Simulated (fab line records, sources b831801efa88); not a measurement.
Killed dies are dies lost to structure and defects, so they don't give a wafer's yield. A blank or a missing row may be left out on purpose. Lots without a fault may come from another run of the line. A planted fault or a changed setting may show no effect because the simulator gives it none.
Which tool did it? | flow sfq_line | 14 lots, 42 wafers sampled, at 3 steps of a route of 325

WHAT THE GAUGES READ, wafer by wafer
SFQ_M3_OVL_MEAS_921.
lot  | measured     | on         | M3_OVL (nm)
L690 | day 24 03:02 | overlay-01 | 0 -1 2
L691 | day 24 10:14 | overlay-01 | 7 5 11
L692 | day 24 18:38 | overlay-02 | -2 -3 -1
L693 | day 26 11:31 | overlay-02 | 6 -1 6
L697 | day 37 23:39 | overlay-02 | 7 7 11
L698 | day 38 04:27 | overlay-02 | 1 9 -3
L699 | day 38 05:39 | overlay-02 | 15 14 6
L700 | day 38 08:04 | overlay-02 | 1 -2 -2
L706 | day 38 23:39 | overlay-02 | 0 1 2
L707 | day 39 00:51 | overlay-01 | 1 6 4
L708 | day 39 04:27 | overlay-01 | -9 2 -5
L710 | day 39 09:15 | overlay-02 | -5 2 -6
L711 | day 39 11:39 | overlay-01 | 0 -4 4
L713 | day 39 18:51 | overlay-01 | -4 -6 -4

SFQ_M7_RS_MEAS_943: measures by four-point-probe.
lot  | measured     | on            | M7_NB_RS (ohm/sq)
L690 | day 66 23:46 | film_metro-01 | 0.906 0.910 0.904
L691 | day 67 05:45 | film_metro-02 | 0.903 0.902 0.897
L692 | day 69 10:19 | film_metro-04 | 0.887 0.890 0.895
L693 | day 69 12:43 | film_metro-01 | 0.894 0.894 0.891
L697 | day 73 13:49 | film_metro-04 | 0.909 0.918 0.913
L698 | day 76 15:31 | film_metro-01 | 0.898 0.897 0.703 0.898 0.896 0.704
L699 | day 73 16:49 | film_metro-01 | 0.893 0.904 0.899
L700 | day 76 19:08 | film_metro-04 | 0.892 0.707 0.703 0.890 0.707 0.704
L706 | day 77 13:05 | film_metro-02 | 0.905 0.907 0.905
L707 | day 77 17:53 | film_metro-01 | 0.906 0.905 0.901
L708 | day 77 22:43 | film_metro-01 | 0.892 0.893 0.895
L710 | day 78 10:14 | film_metro-02 | 0.879 0.879 0.873
L711 | day 82 15:01 | film_metro-01 | 0.893 0.894 0.900
L713 | day 82 22:14 | film_metro-04 | 0.899 0.900 0.892

WHICH TOOL RAN EACH LOT (tool, then ch and the chambers of the sampled wafers, then the start)
lot  | SFQ_TRILAYER_M7_DEP_SPUTTER_175
L690 | pvd_sputter-06, day 66 23:40
L691 | pvd_sputter-04, day 67 05:40
L692 | pvd_sputter-05, day 69 10:14
L693 | pvd_sputter-04, day 69 12:38
L697 | pvd_sputter-06, day 73 13:43
L698 | pvd_sputter-05, day 76 15:24
L699 | pvd_sputter-05, day 73 16:43
L700 | pvd_sputter-05, day 76 19:00
L706 | pvd_sputter-04, day 77 13:00
L707 | pvd_sputter-06, day 77 17:48
L708 | pvd_sputter-04, day 77 22:36
L710 | pvd_sputter-06, day 78 10:09
L711 | pvd_sputter-06, day 82 14:55
L713 | pvd_sputter-05, day 82 22:08
- SFQ_TRILAYER_M7_DEP_SPUTTER_175: material Nb, target thk 200 nm, time 133.3 s.

WHAT THE TOOLS THEMSELVES READ (means of the sampled wafers that have a number; where no wafer has one, the mark that the record gives instead)
SFQ_TRILAYER_M7_DEP_SPUTTER_175.
lot  | tool           | base_pressure_pa (Pa) | throttle_valve_pct (%)
L690 | pvd_sputter-06 | 1.29e-06              | 31.1
L691 | pvd_sputter-04 | 1.34e-06              | 29.2
L692 | pvd_sputter-05 | 1.28e-06              | 30.1
L693 | pvd_sputter-04 | 1.39e-06              | 29.9
L697 | pvd_sputter-06 | 1.36e-06              | 29.5
L698 | pvd_sputter-05 | 1.29e-06              | 30.7
L699 | pvd_sputter-05 | 1.36e-06              | 30.7
L700 | pvd_sputter-05 | 1.41e-06              | 30.6
L706 | pvd_sputter-04 | 1.31e-06              | 29.4
L707 | pvd_sputter-06 | 1.35e-06              | 29.6
L708 | pvd_sputter-04 | 1.32e-06              | 29.4
L710 | pvd_sputter-06 | 1.39e-06              | 30.0
L711 | pvd_sputter-06 | 1.33e-06              | 30.4
L713 | pvd_sputter-05 | 1.44e-06              | 30.2

THE ANSWER, worked out from the rows above alone
Rule: what is usual is taken from the lots themselves. Put in order of their means at a reading, lots are off if they are a third of the lots or fewer, leave a main group of 4 or more, and stand apart from it by a gap of 3 or more times the standard deviation of the main group's means; of several such gaps the widest counts. A main group whose means are all the same, to the digits that the tables above print for the reading, isn't used. A lot without any number at a reading at which 4 lots or more have one is off too. The other lots that the step has rows for count as sound. The gauges are gone through in route order, then the tools' own readings, and for those a lot's mean is taken as printed above. The first step at which some lot is off is used, and at that step the reading that is off furthest; a lot without a number counts as furthest.
Off: L698, L700, at SFQ_M7_RS_MEAS_943 (M7_NB_RS). The main group: mean 0.898 ohm/sq, standard deviation 0.0089.
A tool fits if, at a process step before that reading, it ran every lot that is off, and no sound lot after the first of them. The gauges at SFQ_M7_RS_MEAS_943 are tried like those tools. None of those tried fits.

WHAT THE SIMULATOR HAD PUT IN
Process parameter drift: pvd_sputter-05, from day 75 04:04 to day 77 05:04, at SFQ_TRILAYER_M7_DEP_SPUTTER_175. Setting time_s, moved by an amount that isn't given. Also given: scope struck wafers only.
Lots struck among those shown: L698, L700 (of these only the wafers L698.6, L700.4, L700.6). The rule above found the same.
